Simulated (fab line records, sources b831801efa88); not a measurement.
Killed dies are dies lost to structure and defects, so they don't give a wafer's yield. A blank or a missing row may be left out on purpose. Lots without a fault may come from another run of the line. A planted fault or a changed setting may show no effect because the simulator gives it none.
A struck lot beside a sound one | flow sky130 | 34 steps out of a route of 708
Sound: wafers L946.1, L946.2, L946.4. Struck: wafers L956.2, L956.5, L956.6. The cause comes at the end.
At each step with rows: each side's tool, then ch and its chambers, then its first start. Under that, the readings that differ: sound wafers | struck wafers | difference of the means | sigmas: that difference in standard deviations of wafers without a fault.
alike: readings whose means differ by less than 2 such deviations, and words and numbers that are the same on both sides. not compared: withheld readings, readings that some wafer has no value for, bounds like >300 that may hide the same value, and numbers for which the record gives no deviation and whose values overlap.
The two part at a step that has a row with sigmas, a row that says differs or no value, or rows on one side only. Numbers that don't overlap but have no deviation are shown without sigmas and don't part them. A reading that every wafer of one side lacks parts them only if that side has two wafers or more.

first, 9 steps without rows for these wafers: SKY_METAL2_DEVELOP_14 (develop time 60 s); SKY_METAL2_DESCUM_17 (chemistry O2, time 8 s); SKY_METAL2_ETCH_18 (etches BARC in N2/H2, stops on SiO2, time 45.9 s, target depth 60 nm); SKY_METAL2_METAL_ETCH_19 (etches the open film in Cl2/BCl3, stops on SiO2, target depth 360 nm, time 78 s); SKY_METAL2_STRIP_20 (strips in O2/N2); SKY_METAL2_STRIP_21 (strips in post etch residue remover, time 1200 s); SKY_METAL2_CLEAN_22 (cleans in IPA, time 180 s); SKY_METAL2_CLEAN_23 (cleans in O3/DIW); SKY_VIA2_HDPCVD_00 (deposits SiO2, target thk 1180 nm, time 196.7 s).
SKY_VIA2_CMP_02: polishes SiO2.
  sound on cmp-01 ch 0,2,3, day 34 20:14; struck on cmp-01 ch 1,2,3, day 38 20:50
  alike: edge_zone_pressure_frac, head_pressure_psi, motor_current_A, slurry_filter_dp_kPa
then, 23 steps without rows for these wafers: SKY_VIA2_DEHYDRATE_04 (time 60 s); SKY_VIA2_HMDS_05 (prime time 60 s); SKY_VIA2_COAT_06 (resist thk 60 nm); SKY_VIA2_COAT_07 (resist thk 450 nm); SKY_VIA2_SOFTBAKE_08 (time 90 s); SKY_VIA2_EXPOSE_09 (exposes mask VIM2, target cd 200 nm); SKY_VIA2_PEB_10; SKY_VIA2_DEVELOP_11 (develop time 60 s); SKY_VIA2_ETCH_14 (etches BARC in N2/H2, stops on SiO2, time 45.9 s, target depth 60 nm); SKY_VIA2_ETCH_15 (etches SiO2 in C4F8/O2/Ar, stops on TiN, target depth 546 nm, time 84 s); SKY_VIA2_STRIP_16 (strips in O2/N2); SKY_VIA2_STRIP_17 (strips in post etch residue remover, time 1200 s); SKY_VIA2_CLEAN_18 (cleans in IPA, time 180 s); SKY_VIA2_CLEAN_19 (cleans in O3/DIW); SKY_VIA2_SPUTTER_20 (material TiN, target thk 20 nm, time 80 s); SKY_VIA2_CVD_21 (deposits W, target thk 420 nm, time 126.4 s); SKY_VIA2_CMP_24 (polishes, stops on SiO2, t overpolish 20 s, target thk 0 nm); SKY_METAL3_SPUTTER_00 (material Ti, target thk 15 nm, time 10 s); SKY_METAL3_SPUTTER_01 (material TiN, target thk 20 nm, time 16.7 s); SKY_METAL3_SPUTTER_02 (material AlCu, target thk 735 nm, time 39.1 s); SKY_METAL3_SPUTTER_03 (material Ti, target thk 5 nm, time 3.3 s); SKY_METAL3_SPUTTER_04 (material TiN, target thk 70 nm, time 58.3 s); SKY_CAPM_CVD_00 (deposits SiO2, target thk 15.5 nm).
-- the record jumps here: 10 days lie between the struck wafers' starts before and after (it left off in module CAPM and takes up again in module PAD_OPEN, whose first step shown is number 708 of the route) --
SKY_PAD_OPEN_PROBE_99:
  sound on prober-01, day 45 09:17; struck on prober-02, day 48 13:38
  reading                               | sound              | struck            | difference | sigmas
  defect_limited_yield (%)              | 81.5 82.3 80.9     | 45.5 44.3 41.3    | -37.9      | -20
  killed_at_M0_to_M3                    | 52 43 50           | 229 238 255       | +192       | +28
  killed_dies                           | 91 87 94           | 268 274 289       | +186       | +20
  killed_on_rim                         | 25 16 21           | 53 57 50          | +33        | +8
  killed_short                          | 46 33 40           | 29 21 26          | -14        | -3
  sort_bin_3_pad_short (%)              | 1.0 0.4 1.8        | 3.0 3.7 3.0       | +2.2       | +6
  sort_bin_5_function (%)               | 10.4 11.6 11.2     | 33.1 37.0 36.6    | +24.5      | +16
  sort_bin_6_memory (%)                 | 7.1 5.7 6.1        | 18.3 15.0 19.1    | +11.2      | +10
  sort_n_pass                           | 401 405 398        | 224 218 203       | -186       | -20
  sort_yield_pct (%)                    | 81.5 82.3 80.9     | 45.5 44.3 41.3    | -37.9      | -20
  model.etest.tester.sort_n_pass        | 401 405 398        | 224 218 203       | -186       |
  model.etest.tester.sort_yield_pct (%) | 81.5 82.32 80.89   | 45.53 44.31 41.26 | -37.87     |
  model.etest.tester.sort_bin_5_pct (%) | 10.37 11.59 11.18  | 33.13 36.99 36.59 | +24.52     |
  model.etest.tester.sort_bin_6_pct (%) | 7.114 5.691 6.098  | 18.29 15.04 19.11 | +11.18     |
  model.etest.tester.sort_bin_3_pct (%) | 1.016 0.4065 1.829 | 3.049 3.659 3.049 | +2.168     |
  alike: killed_at_M4_up, killed_at_contacts, killed_at_front_end, killed_at_other, killed_open

WHERE THEY PART
Only at SKY_PAD_OPEN_PROBE_99, within this record.

WHY: what the simulator had put in
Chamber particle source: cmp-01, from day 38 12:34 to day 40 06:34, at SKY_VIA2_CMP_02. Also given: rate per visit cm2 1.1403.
